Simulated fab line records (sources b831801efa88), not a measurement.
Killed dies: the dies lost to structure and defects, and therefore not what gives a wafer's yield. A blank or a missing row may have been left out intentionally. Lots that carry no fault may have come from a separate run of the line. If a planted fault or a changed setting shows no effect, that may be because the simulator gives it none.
fab line records	flow gf180mcu
[record] lots = 24	wafers = 72	lastDay = 34
route steps=602 shown PSD@258 CONTACT@292 V2@400 TOP_METAL@572 PASSIVATION@598
lots that met no fault: taken from a fault-free run of the same line
startH: the number of hours between the record's first day and the start of the first shown wafer of the lot	waitH: hours elapsed since this lot's preceding step	" repeats the value in the row above	L1.1+2: one row covering several wafers at once	- no value, or no start given	* or withheld: withheld	< > ~ a bound
route shown NAME@n: NAME is a module with steps in the file, n the number in the route of the first one	usual: the fault-free wafers' mean and standard deviation	same: alike in all rows	chamber/n: place in a boat	sites: per-site readings	_std_site: standard deviation across them	_edge_site: the outer-site mean with the inner-site mean subtracted	radiusMm: for every site, how far away it sits from the centre of the wafer	mask NAME#n: copy n	behind: tool/chamber where the wafer was last shaped	hold: reason for holding the lot/hours on hold/outcome of the hold	device: transistor that didn't switch, given as n, p or np	end of line: tests run on the same wafers once the route is complete	where a step has no rows: the recipe by itself	killed: count of dies lost to structure and defects at first sort (not the wafer's yield)	map: per-die view of a wafer (x killed, . not killed, _ where there is no die)
set.NAME: the setting as run; set.NAME@STEP: as run at that earlier step	model.NAME: the simulator's own value behind a step, which no gauge read
the route's steps for a sample of lots (tables are steps, rows are wafers)
services: from which hour (startH, from the record's first day; less than 0 if before it) a tool's chamber was out of use, for how many hours, and why
[[steps]]
[step GF_PSD_STRIP_10]
[recipe] chemistry = O2/N2	powerW = 1400	pressureMtorr = 1500	platenTempC = 250	o2FlowSccm = 3000	n2FlowSccm = 300	overashFraction = 0.5
[usual] drypumpMotorCurrentA = 5.4/0.6	heaterPowerW = 340/13	oesProductAu = 0.592/0.0043	stripTimeToEndpointS = 16.54/0.038
lot.wafer	tool	chamber	startH	waitH	drypumpMotorCurrentA	heaterPowerW	oesProductAu	rfHoursCounterH	stripTimeToEndpointS
L074.1	plasmaAsher-03	0	315.43	0.1	6.5	317	0.597	54	16.64
L074.2	"	1	"	"	4.8	358	0.594	54	16.58
L074.6	"	1	"	"	4.8	362	0.591	-	16.59
L075.4	plasmaAsher-03	1	322.02	0.1	4.8	357	0.595	-	16.58
L075.5	"	1	"	"	4.8	359	0.594	-	16.56
L075.6	"	0	"	"	6.6	312	0.588	-	16.60
L076.2	plasmaAsher-04	1	333.23	0.1	4.8	352	0.585	67	16.52
L076.3	"	1	"	"	4.8	349	0.593	-	16.54
L076.5	"	1	"	"	4.8	358	0.594	-	16.52
L077.2	plasmaAsher-02	1	339.08	0.1	5.4	347	0.598	21	16.50
L077.3	"	0	"	"	5.5	338	0.597	-	16.51
L077.6	"	0	"	"	5.5	341	0.585	-	16.52
L078.2	plasmaAsher-02	1	346.65	0.1	5.4	347	0.590	22	16.52
L078.3	"	0	"	"	5.5	345	0.584	-	16.50
L078.4	"	1	"	"	5.4	350	0.591	-	16.48
L079.2	plasmaAsher-03	1	355.42	0.1	4.8	355	0.595	58	16.48
L079.3	"	1	"	"	4.8	359	0.590	-	16.50
L079.6	"	0	"	"	6.5	317	0.599	-	16.49
L080.1	plasmaAsher-02	1	366.45	0.1	5.4	345	0.587	24	16.52
L080.2	"	0	"	"	5.5	338	0.589	24	16.52
L080.4	"	0	"	"	5.5	333	0.597	-	16.52
L081.3	plasmaAsher-04	1	374.65	0.1	4.8	352	0.590	-	16.51
L081.4	"	0	"	"	5.0	326	0.584	-	16.54
L081.6	"	0	"	"	5.0	311	0.585	-	16.53
L082.2	plasmaAsher-02	0	378.55	0.1	5.5	347	0.598	25	16.56
L082.3	"	1	"	"	5.4	338	0.597	-	16.59
L082.5	"	1	"	"	5.4	341	0.592	-	16.52
L083.1	plasmaAsher-04	0	395.25	0.1	5.0	329	0.593	72	16.59
L083.2	"	1	"	"	4.8	348	0.601	72	16.60
L083.3	"	0	"	"	5.0	322	0.586	-	16.57
L084.1	plasmaAsher-02	1	406.85	0.1	5.4	345	0.592	29	16.61
L084.4	"	0	"	"	5.6	347	0.593	-	16.60
L084.6	"	0	"	"	5.5	344	0.592	-	16.58
L085.2	plasmaAsher-02	0	412.85	0.1	5.6	346	0.596	30	16.53
L085.5	"	0	"	"	5.6	351	0.595	-	16.56
L085.6	"	1	"	"	5.4	344	0.599	-	16.59
L086.2	plasmaAsher-03	1	417.52	0.1	4.8	368	0.585	62	16.54
L086.3	"	1	"	"	4.8	356	0.588	-	16.52
L086.6	"	1	"	"	4.8	358	0.583	-	16.53
L087.2	plasmaAsher-04	0	434.20	0.1	5.0	346	0.594	0	16.53
L087.4	"	1	"	"	4.8	344	0.594	-	16.54
L087.6	"	0	"	"	5.0	332	0.591	-	16.54
L088.1	plasmaAsher-03	0	442.65	0.1	6.5	322	0.592	65	16.51
L088.4	"	1	"	"	4.8	349	0.591	-	16.53
L088.6	"	0	"	"	6.5	315	0.594	-	16.52
L089.1	plasmaAsher-02	1	454.93	0.1	5.4	348	0.590	34	16.50
L089.2	"	0	"	"	5.5	345	0.588	34	16.47
L089.4	"	1	"	"	5.4	338	0.587	-	16.49
L090.1	plasmaAsher-02	1	463.85	0.1	5.4	339	0.593	35	16.50
L090.3	"	1	"	"	5.4	346	0.587	-	16.53
L090.5	"	0	"	"	5.5	342	0.599	-	16.53
L091.2	plasmaAsher-03	0	475.15	0.1	6.5	331	0.591	68	16.51
L091.3	"	0	"	"	6.5	318	0.597	-	16.56
L091.4	"	1	"	"	4.8	350	0.593	-	16.58
L092.2	plasmaAsher-03	1	480.18	0.1	4.8	356	0.587	69	16.55
L092.3	"	1	"	"	4.8	355	0.589	-	16.53
L092.6	"	1	"	"	4.8	357	0.594	-	16.53
L093.2	plasmaAsher-04	0	489.67	0.1	5.0	329	0.593	5	16.55
L093.4	"	0	"	"	5.0	336	0.590	-	16.54
L093.5	"	0	"	"	5.0	340	0.592	-	16.51
L095.2	plasmaAsher-03	1	503.90	0.1	4.8	352	0.595	72	16.42
L095.4	"	0	"	"	6.5	321	0.592	-	16.47
L095.6	"	1	"	"	4.8	353	0.593	-	16.45
L094.1	plasmaAsher-02	1	504.07	0.1	5.4	339	0.581	40	16.51
L094.2	"	0	"	"	5.6	344	0.593	40	16.50
L094.3	"	0	"	"	5.6	336	0.598	-	16.53
L096.2	plasmaAsher-02	0	508.17	0.1	5.5	347	0.597	40	16.57
L096.3	"	1	"	"	5.4	345	0.590	-	16.56
L096.5	"	1	"	"	5.4	347	0.597	-	16.57
L097.1	plasmaAsher-03	0	512.30	0.1	6.6	321	0.590	73	16.58
L097.3	"	0	"	"	6.5	330	0.591	-	16.52
L097.5	"	1	"	"	4.8	357	0.596	-	16.58
[step GF_CONTACT_BOW_MEAS_05]
[recipe] mode = bow
[usual] CONTACT_BOW = 65/7.3
lot.wafer	tool	chamber	startH	waitH	CONTACT_BOW[um]
L074.1	filmMetro-01	-	337.73	0.1	60
L074.2	"	-	"	"	61
L074.6	"	-	"	"	66
L075.4	filmMetro-01	-	343.26	0.2	65
L075.5	"	-	"	"	61
L075.6	"	-	"	"	70
L076.2	filmMetro-04	-	355.70	0.2	59
L076.3	"	-	"	"	73
L076.5	"	-	"	"	72
L077.2	filmMetro-02	-	362.27	0.2	60
L077.3	"	-	"	"	54
L077.6	"	-	"	"	57
L078.2	filmMetro-04	-	370.25	0.2	61
L078.3	"	-	"	"	75
L078.4	"	-	"	"	58
L079.2	filmMetro-01	-	379.57	0.1	74
L079.3	"	-	"	"	66
L079.6	"	-	"	"	66
L080.1	filmMetro-04	-	390.68	0.1	58
L080.2	"	-	"	"	63
L080.4	"	-	"	"	69
L081.3	filmMetro-02	-	399.23	0.3	72
L081.4	"	-	"	"	66
L081.6	"	-	"	"	75
L082.2	filmMetro-02	-	402.32	0.1	62
L082.3	"	-	"	"	61
L082.5	"	-	"	"	68
L083.1	filmMetro-04	-	420.57	0.2	74
L083.2	"	-	"	"	67
L083.3	"	-	"	"	63
L084.1	filmMetro-01	-	432.70	0.2	69
L084.4	"	-	"	"	62
L084.6	"	-	"	"	59
L085.2	filmMetro-01	-	438.67	0.1	60
L085.5	"	-	"	"	76
L085.6	"	-	"	"	62
L086.2	filmMetro-01	-	443.63	0.2	66
L086.3	"	-	"	"	58
L086.6	"	-	"	"	56
L087.2	filmMetro-02	-	460.76	0.2	77
L087.4	"	-	"	"	59
L087.6	"	-	"	"	58
L088.1	filmMetro-01	-	468.64	0.2	75
L088.4	"	-	"	"	72
L088.6	"	-	"	"	63
L089.1	filmMetro-02	-	480.70	0.2	55
L089.2	"	-	"	"	58
L089.4	"	-	"	"	67
L090.1	filmMetro-01	-	489.70	0.2	61
L090.3	"	-	"	"	64
L090.5	"	-	"	"	63
L091.2	filmMetro-02	-	500.65	0.2	71
L091.3	"	-	"	"	72
L091.4	"	-	"	"	66
L092.2	filmMetro-02	-	506.23	0.2	81
L092.3	"	-	"	"	75
L092.6	"	-	"	"	68
L093.2	filmMetro-04	-	515.23	0.2	77
L093.4	"	-	"	"	60
L093.5	"	-	"	"	70
L095.2	filmMetro-04	-	528.81	0.2	68
L095.4	"	-	"	"	53
L095.6	"	-	"	"	60
L094.1	filmMetro-04	-	529.53	0.2	69
L094.2	"	-	"	"	68
L094.3	"	-	"	"	63
L096.2	filmMetro-01	-	532.88	0.1	63
L096.3	"	-	"	"	57
L096.5	"	-	"	"	57
L097.1	filmMetro-02	-	536.95	0.1	61
L097.3	"	-	"	"	60
L097.5	"	-	"	"	66
[step GF_V2_STRIP_18]
[recipe] chemistry = O2/N2	powerW = 1400	pressureMtorr = 1500	platenTempC = 250	o2FlowSccm = 3000	n2FlowSccm = 300	overashFraction = 0.5
[usual] drypumpMotorCurrentA = 5.4/0.66	heaterPowerW = 341/21	oesProductAu = 0.593/0.0049
lot.wafer	tool	chamber	startH	waitH	drypumpMotorCurrentA	heaterPowerW	oesProductAu	rfHoursCounterH
L074.1	plasmaAsher-03	1	458.98	-	4.9	355	0.586	67
L074.2	"	0	"	"	6.5	321	0.586	67
L074.6	"	0	"	"	6.6	313	0.599	-
L075.4	plasmaAsher-01	0	466.79	-	5.7	318	0.597	-
L075.5	"	0	"	"	5.6	317	0.592	-
L075.6	"	1	"	"	5.3	378	0.588	-
L076.2	plasmaAsher-01	1	477.11	-	5.2	375	0.590	90
L076.3	"	0	"	"	5.6	316	0.597	-
L076.5	"	0	"	"	5.7	317	0.593	-
L077.2	plasmaAsher-04	1	485.00	-	4.8	339	0.591	5
L077.3	"	1	"	"	4.8	349	0.593	-
L077.6	"	0	"	"	5.0	341	0.606	-
L078.2	plasmaAsher-03	1	495.21	-	4.8	365	0.599	71
L078.3	"	0	"	"	6.5	320	0.588	-
L078.4	"	1	"	"	4.8	353	0.591	-
L079.2	plasmaAsher-04	0	504.40	-	5.0	340	0.594	7
L079.3	"	1	"	"	4.8	342	0.598	-
L079.6	"	1	"	"	4.9	354	0.594	-
L080.1	plasmaAsher-04	1	516.71	-	4.8	343	0.592	8
L080.2	"	0	"	"	5.0	341	0.589	8
L080.4	"	1	"	"	4.8	348	0.593	-
L081.3	plasmaAsher-01	1	525.14	-	5.3	375	0.588	-
L081.4	"	0	"	"	5.6	310	0.593	-
L081.6	"	0	"	"	5.6	319	0.599	-
L082.2	plasmaAsher-01	1	528.48	-	5.3	374	0.599	96
L082.3	"	0	"	"	5.6	319	0.589	-
L082.5	"	1	"	"	5.3	372	0.593	-
L083.1	plasmaAsher-03	0	545.58	-	6.5	311	0.594	75
L083.2	"	1	"	"	4.8	354	0.601	75
L083.3	"	1	"	"	4.8	353	0.595	-
L084.1	plasmaAsher-03	1	556.71	-	4.8	355	0.594	76
L084.4	"	0	"	"	6.5	321	0.598	-
L084.6	"	0	"	"	6.6	319	0.604	-
L085.2	plasmaAsher-03	0	562.85	-	6.5	309	0.584	77
L085.5	"	0	"	"	6.5	317	0.593	-
L085.6	"	1	"	"	4.8	348	0.596	-
L086.2	plasmaAsher-03	0	566.93	-	6.5	314	0.599	77
L086.3	"	0	"	"	6.6	314	0.592	-
L086.6	"	0	"	"	6.5	325	0.591	-
L087.2	plasmaAsher-01	1	581.58	-	5.3	376	0.592	102
L087.4	"	0	"	"	5.6	329	0.602	-
L087.6	"	0	"	"	5.6	311	0.585	-
L088.1	plasmaAsher-04	0	589.31	-	5.0	343	0.593	16
L088.4	"	0	"	"	5.0	343	0.592	-
L088.6	"	0	"	"	5.0	336	0.594	-
L089.1	plasmaAsher-04	0	598.88	-	5.0	336	0.596	17
L089.2	"	1	"	"	4.8	351	0.587	17
L089.4	"	1	"	"	4.8	357	0.593	-
L090.1	plasmaAsher-04	1	607.50	-	4.8	343	0.596	18
L090.3	"	0	"	"	5.0	341	0.592	-
L090.5	"	0	"	"	5.0	343	0.594	-
L091.2	plasmaAsher-03	0	617.03	-	6.5	320	0.592	83
L091.3	"	1	"	"	4.8	356	0.605	-
L091.4	"	0	"	"	6.5	321	0.591	-
L092.2	plasmaAsher-04	1	622.73	-	4.8	345	0.600	19
L092.3	"	1	"	"	4.8	344	0.595	-
L092.6	"	1	"	"	4.8	348	0.595	-
L093.2	plasmaAsher-03	0	628.88	-	6.5	320	0.604	84
L093.4	"	1	"	"	4.8	351	0.599	-
L093.5	"	1	"	"	4.8	352	0.594	-
L095.2	plasmaAsher-01	1	641.75	-	5.3	381	0.583	109
L095.4	"	1	"	"	5.3	372	0.598	-
L095.6	"	1	"	"	5.3	376	0.589	-
L094.1	plasmaAsher-04	0	642.10	-	5.0	337	0.586	22
L094.2	"	1	"	"	4.8	350	0.589	22
L094.3	"	0	"	"	5.0	331	0.593	-
L096.2	plasmaAsher-03	1	645.71	-	4.8	359	0.596	85
L096.3	"	0	"	"	6.5	316	0.589	-
L096.5	"	0	"	"	6.6	315	0.603	-
L097.1	plasmaAsher-03	0	650.38	-	6.5	319	0.595	85
L097.3	"	1	"	"	4.8	364	0.591	-
L097.5	"	0	"	"	6.6	315	0.587	-
[step GF_V2_SPUTTER_21]
[recipe] material = Ti	targetThkNm = 15	chamberPressurePa = 5	powerW = 2500	substrateTempC = 200	timeS = 80.02
[usual] throttleValvePct = 29.3/0.75
lot.wafer	tool	chamber	startH	waitH	throttleValvePct
L074.1	pvdSputter-01	-	459.51	0.0	29.0
L074.2	"	-	"	"	29.4
L074.6	"	-	"	"	28.8
L075.4	pvdSputter-01	-	467.36	0.0	28.7
L075.5	"	-	"	"	30.0
L075.6	"	-	"	"	29.6
L076.2	pvdSputter-04	-	477.68	0.0	30.4
L076.3	"	-	"	"	28.5
L076.5	"	-	"	"	29.3
L077.2	pvdSputter-03	-	485.53	0.0	30.0
L077.3	"	-	"	"	28.8
L077.6	"	-	"	"	27.7
L078.2	pvdSputter-01	-	495.74	0.0	28.9
L078.3	"	-	"	"	29.6
L078.4	"	-	"	"	29.0
L079.2	pvdSputter-03	-	504.96	0.0	30.3
L079.3	"	-	"	"	30.2
L079.6	"	-	"	"	30.3
L080.1	pvdSputter-01	-	517.24	0.0	29.4
L080.2	"	-	"	"	28.9
L080.4	"	-	"	"	29.7
L081.3	pvdSputter-04	-	526.04	0.0	30.5
L081.4	"	-	"	"	29.5
L081.6	"	-	"	"	29.5
L082.2	pvdSputter-03	-	529.11	0.0	27.5
L082.3	"	-	"	"	30.5
L082.5	"	-	"	"	28.7
L083.1	pvdSputter-04	-	546.11	0.0	30.2
L083.2	"	-	"	"	29.4
L083.3	"	-	"	"	28.6
L084.1	pvdSputter-04	-	557.27	0.0	28.6
L084.4	"	-	"	"	30.3
L084.6	"	-	"	"	29.4
L085.2	pvdSputter-03	-	563.38	0.0	28.6
L085.5	"	-	"	"	27.8
L085.6	"	-	"	"	30.6
L086.2	pvdSputter-04	-	567.46	0.0	29.3
L086.3	"	-	"	"	29.7
L086.6	"	-	"	"	29.5
L087.2	pvdSputter-04	-	582.11	0.0	30.3
L087.4	"	-	"	"	28.6
L087.6	"	-	"	"	29.2
L088.1	pvdSputter-01	-	589.84	0.0	29.6
L088.4	"	-	"	"	29.0
L088.6	"	-	"	"	28.9
L089.1	pvdSputter-04	-	599.41	0.0	30.2
L089.2	"	-	"	"	28.4
L089.4	"	-	"	"	29.4
L090.1	pvdSputter-03	-	608.03	0.0	30.1
L090.3	"	-	"	"	27.6
L090.5	"	-	"	"	30.5
L091.2	pvdSputter-03	-	617.56	0.0	30.0
L091.3	"	-	"	"	27.5
L091.4	"	-	"	"	30.5
L092.2	pvdSputter-01	-	623.26	0.0	28.8
L092.3	"	-	"	"	29.2
L092.6	"	-	"	"	28.8
L093.2	pvdSputter-04	-	629.46	0.0	30.3
L093.4	"	-	"	"	28.4
L093.5	"	-	"	"	29.5
L095.2	pvdSputter-03	-	642.28	0.0	28.4
L095.4	"	-	"	"	30.0
L095.6	"	-	"	"	30.3
L094.1	pvdSputter-01	-	642.69	0.0	28.8
L094.2	"	-	"	"	29.4
L094.3	"	-	"	"	28.9
L096.2	pvdSputter-01	-	646.24	0.0	29.8
L096.3	"	-	"	"	29.0
L096.5	"	-	"	"	29.0
L097.1	pvdSputter-01	-	650.91	0.0	29.7
L097.3	"	-	"	"	29.0
L097.5	"	-	"	"	29.2
[step GF_TOP_METAL_RS_MEAS_05]
[recipe] thkMeasGauge = four-point-probe	reads = TiN_of_TOP_METAL_SPUTTER_04+Ti_of_TOP_METAL_SPUTTER_03+AlCu_of_TOP_METAL_SPUTTER_02+TiN_of_TOP_METAL_SPUTTER_01+Ti_of_TOP_METAL_SPUTTER_00
[usual] TOP_METAL_ALCU_RS = 0.0328/0.00035
lot.wafer	tool	chamber	startH	waitH	TOP_METAL_ALCU_RS[ohm/sq]
L074.1	filmMetro-03	-	625.31	0.0	0.0327
L074.2	"	-	"	"	0.0329
L074.6	"	-	"	"	0.0327
L075.4	filmMetro-03	-	632.92	0.1	0.0323
L075.5	"	-	"	"	0.0321
L075.6	"	-	"	"	0.0322
L076.2	filmMetro-04	-	642.01	0.0	0.0330
L076.3	"	-	"	"	0.0331
L076.5	"	-	"	"	0.0333
L077.2	filmMetro-03	-	648.83	0.0	0.0330
L077.3	"	-	"	"	0.0332
L077.6	"	-	"	"	0.0327
L078.2	filmMetro-02	-	657.06	0.0	0.0332
L078.3	"	-	"	"	0.0329
L078.4	"	-	"	"	0.0329
L079.2	filmMetro-03	-	665.51	0.0	0.0330
L079.3	"	-	"	"	0.0328
L079.6	"	-	"	"	0.0328
L080.1	filmMetro-03	-	675.55	0.0	0.0330
L080.2	"	-	"	"	0.0329
L080.4	"	-	"	"	0.0327
L081.3	filmMetro-03	-	682.17	0.1	0.0330
L081.4	"	-	"	"	0.0328
L081.6	"	-	"	"	0.0327
L082.2	filmMetro-03	-	685.86	0.0	0.0328
L082.3	"	-	"	"	0.0328
L082.5	"	-	"	"	0.0329
L083.1	filmMetro-04	-	699.10	0.0	0.0330
L083.2	"	-	"	"	0.0330
L083.3	"	-	"	"	0.0329
L084.1	filmMetro-02	-	708.95	0.0	0.0323
L084.4	"	-	"	"	0.0324
L084.6	"	-	"	"	0.0325
L085.2	filmMetro-02	-	713.77	0.0	0.0333
L085.5	"	-	"	"	0.0329
L085.6	"	-	"	"	0.0334
L086.2	filmMetro-04	-	716.33	0.0	0.0329
L086.3	"	-	"	"	0.0329
L086.6	"	-	"	"	0.0333
L087.2	filmMetro-02	-	728.59	0.0	0.0325
L087.4	"	-	"	"	0.0327
L087.6	"	-	"	"	0.0327
L088.1	filmMetro-02	-	736.33	0.0	0.0325
L088.4	"	-	"	"	0.0326
L088.6	"	-	"	"	0.0325
L089.1	filmMetro-04	-	744.53	0.0	0.0337
L089.2	"	-	"	"	0.0331
L089.4	"	-	"	"	0.0332
L090.1	filmMetro-03	-	750.71	0.0	0.0331
L090.3	"	-	"	"	0.0332
L090.5	"	-	"	"	0.0332
L091.2	filmMetro-04	-	756.69	0.0	0.0322
L091.3	"	-	"	"	0.0323
L091.4	"	-	"	"	0.0326
L092.2	filmMetro-03	-	762.55	0.0	0.0324
L092.3	"	-	"	"	0.0321
L092.6	"	-	"	"	0.0325
L093.2	filmMetro-03	-	767.15	0.0	0.0326
L093.4	"	-	"	"	0.0329
L093.5	"	-	"	"	0.0325
L095.2	filmMetro-02	-	776.25	0.0	0.0327
L095.4	"	-	"	"	0.0330
L095.6	"	-	"	"	0.0326
L094.1	filmMetro-03	-	778.12	0.0	0.0323
L094.2	"	-	"	"	0.0323
L094.3	"	-	"	"	0.0328
L096.2	filmMetro-04	-	781.93	0.0	0.0323
L096.3	"	-	"	"	0.0324
L096.5	"	-	"	"	0.0324
L097.1	filmMetro-03	-	784.54	0.0	0.0322
L097.3	"	-	"	"	0.0324
L097.5	"	-	"	"	0.0324
[step GF_PASSIVATION_ETCH_11]
[recipe] chemistry = CF4/O2	targetDepthNm = 2040	stopOn = TiN	sourceW = 800	biasW = 150	pressureMtorr = 150	cf4FlowSccm = 80	O2_flow_sccm = 10	timeS = 453.3
[usual] drypumpMotorCurrentA = 5.8/0.46	oesProductAu = 0.989/0.0053	throttleValvePct = 5.968/0.011
lot.wafer	tool	chamber	startH	waitH	drypumpMotorCurrentA	oesProductAu	rfHoursCounterH	throttleValvePct
L074.1	rieDiel-01	0	666.29	-	5.9	0.984	0	5.968
L074.2	"	3	"	"	5.4	0.989	5	5.949
L074.6	"	0	"	"	5.9	0.983	-	5.998
L075.4	rieDiel-03	1	673.61	-	5.3	0.998	1	5.969
L075.5	"	2	"	"	6.6	0.991	-	5.983
L075.6	"	3	"	"	6.0	0.988	-	5.961
L076.2	rieDiel-01	1	681.29	-	6.2	0.994	9	5.975
L076.3	"	3	"	"	5.4	0.991	6	5.963
L076.5	"	3	"	"	5.4	0.982	-	5.971
L077.2	rieDiel-01	3	688.16	-	5.4	0.991	6	5.969
L077.3	"	2	"	"	5.5	0.995	8	5.962
L077.6	"	1	"	"	6.2	0.996	-	5.976
L078.2	rieDiel-02	2	696.94	-	6.5	0.988	7	5.966
L078.3	"	3	"	"	6.1	0.992	15	5.967
L078.4	"	0	"	"	5.2	0.990	13	5.976
L079.2	rieDiel-01	3	703.59	-	5.4	0.984	7	5.957
L079.3	"	2	"	"	5.5	0.990	8	5.978
L079.6	"	0	"	"	5.9	0.980	-	5.953
L080.1	rieDiel-03	3	713.89	-	6.0	0.985	16	5.983
L080.2	"	1	"	"	5.3	0.996	3	5.974
L080.4	"	3	"	"	6.0	0.991	-	5.953
L081.3	rieDiel-03	1	720.44	-	5.3	0.992	3	5.984
L081.4	"	3	"	"	6.1	0.991	-	5.946
L081.6	"	1	"	"	5.3	0.990	-	5.972
L082.2	rieDiel-03	1	723.14	-	5.3	0.996	4	5.977
L082.3	"	2	"	"	6.6	0.986	26	5.972
L082.5	"	1	"	"	5.3	0.997	-	5.963
L083.1	rieDiel-02	2	734.99	-	6.5	0.983	8	5.971
L083.2	"	1	"	"	5.4	0.992	22	5.982
L083.3	"	3	"	"	6.1	0.984	17	5.955
L084.1	rieDiel-03	3	744.84	-	6.0	0.992	18	5.970
L084.4	"	0	"	"	6.2	0.990	-	5.973
L084.6	"	3	"	"	6.0	0.991	-	5.979
L085.2	rieDiel-03	2	749.09	-	6.6	0.975	28	5.973
L085.5	"	1	"	"	5.3	0.995	-	5.971
L085.6	"	2	"	"	6.6	0.989	-	5.956
L086.2	rieDiel-01	2	751.79	-	5.5	0.993	10	5.953
L086.3	"	3	"	"	5.4	0.983	9	5.959
L086.6	"	0	"	"	5.9	0.982	-	5.984
L087.2	rieDiel-01	1	763.16	-	6.2	0.992	12	5.947
L087.4	"	0	"	"	5.9	0.985	4	5.969
L087.6	"	3	"	"	5.4	0.999	-	5.956
L088.1	rieDiel-03	2	770.99	-	6.6	0.991	29	5.957
L088.4	"	2	"	"	6.6	0.987	-	5.962
L088.6	"	3	"	"	6.0	0.993	-	5.971
L089.1	rieDiel-01	1	778.84	-	6.2	0.983	13	5.979
L089.2	"	3	"	"	5.4	1.003	10	5.965
L089.4	"	0	"	"	5.9	0.983	5	5.942
L090.1	rieDiel-02	2	783.64	-	6.5	0.992	11	5.967
L090.3	"	1	"	"	5.4	0.994	24	5.961
L090.5	"	0	"	"	5.2	0.996	-	5.968
L091.2	rieDiel-02	2	789.94	-	6.5	0.973	11	5.957
L091.3	"	1	"	"	5.4	0.985	25	5.962
L091.4	"	3	"	"	6.1	0.995	20	5.977
L092.2	rieDiel-01	0	795.36	-	5.9	0.986	6	5.952
L092.3	"	2	"	"	5.6	0.988	13	5.988
L092.6	"	1	"	"	6.2	0.991	-	5.971
L093.2	rieDiel-01	0	798.91	-	5.9	0.989	6	5.957
L093.4	"	1	"	"	6.2	0.986	14	5.975
L093.5	"	2	"	"	5.5	0.989	-	5.950
L095.2	rieDiel-03	1	807.04	-	5.3	0.997	7	5.967
L095.4	"	2	"	"	6.6	0.982	30	5.951
L095.6	"	1	"	"	5.3	0.997	-	5.965
L094.1	rieDiel-02	3	809.69	-	6.1	0.992	21	5.962
L094.2	"	0	"	"	5.2	0.988	18	5.969
L094.3	"	1	"	"	5.4	0.987	26	5.961
L096.2	rieDiel-01	0	813.59	-	5.9	0.988	7	5.963
L096.3	"	2	"	"	5.5	0.993	14	5.972
L096.5	"	2	"	"	5.5	0.992	-	5.974
L097.1	rieDiel-02	2	814.99	-	6.5	0.982	13	5.966
L097.3	"	0	"	"	5.2	0.991	18	5.976
L097.5	"	1	"	"	5.4	0.996	-	5.972
[[services]]
tool	chamber	startH	hours	kind
rieDiel-01	-	306.96	0.9	repair
plasmaAsher-02	-	309.20	1.3	repair
plasmaAsher-02	-	310.23	2.5	repair
rieDiel-01	1	321.26	4.0	repair
plasmaAsher-02	-	342.85	2.8	pm
plasmaAsher-03	-	347.52	1.7	repair
plasmaAsher-04	-	379.23	12.2	repair
plasmaAsher-03	-	383.06	28.1	pm
plasmaAsher-03	-	416.61	0.9	repair
plasmaAsher-04	-	421.25	9.0	pm
plasmaAsher-02	-	424.10	0.6	repair
plasmaAsher-04	-	470.00	5.8	repair
rieDiel-01	2	523.57	4.8	repair
plasmaAsher-03	-	530.58	14.6	pm
plasmaAsher-03	-	632.58	0.9	repair
plasmaAsher-03	-	634.99	6.1	repair
rieDiel-01	1	675.54	1.4	repair
plasmaAsher-04	-	687.14	0.8	repair
plasmaAsher-03	-	693.14	2.8	pm
rieDiel-01	1	697.93	7.3	repair
rieDiel-01	1	707.14	9.9	repair
plasmaAsher-04	-	737.99	0.7	repair
rieDiel-01	-	762.42	0.6	repair
plasmaAsher-04	-	769.54	2.5	repair
[[key]]
fault none
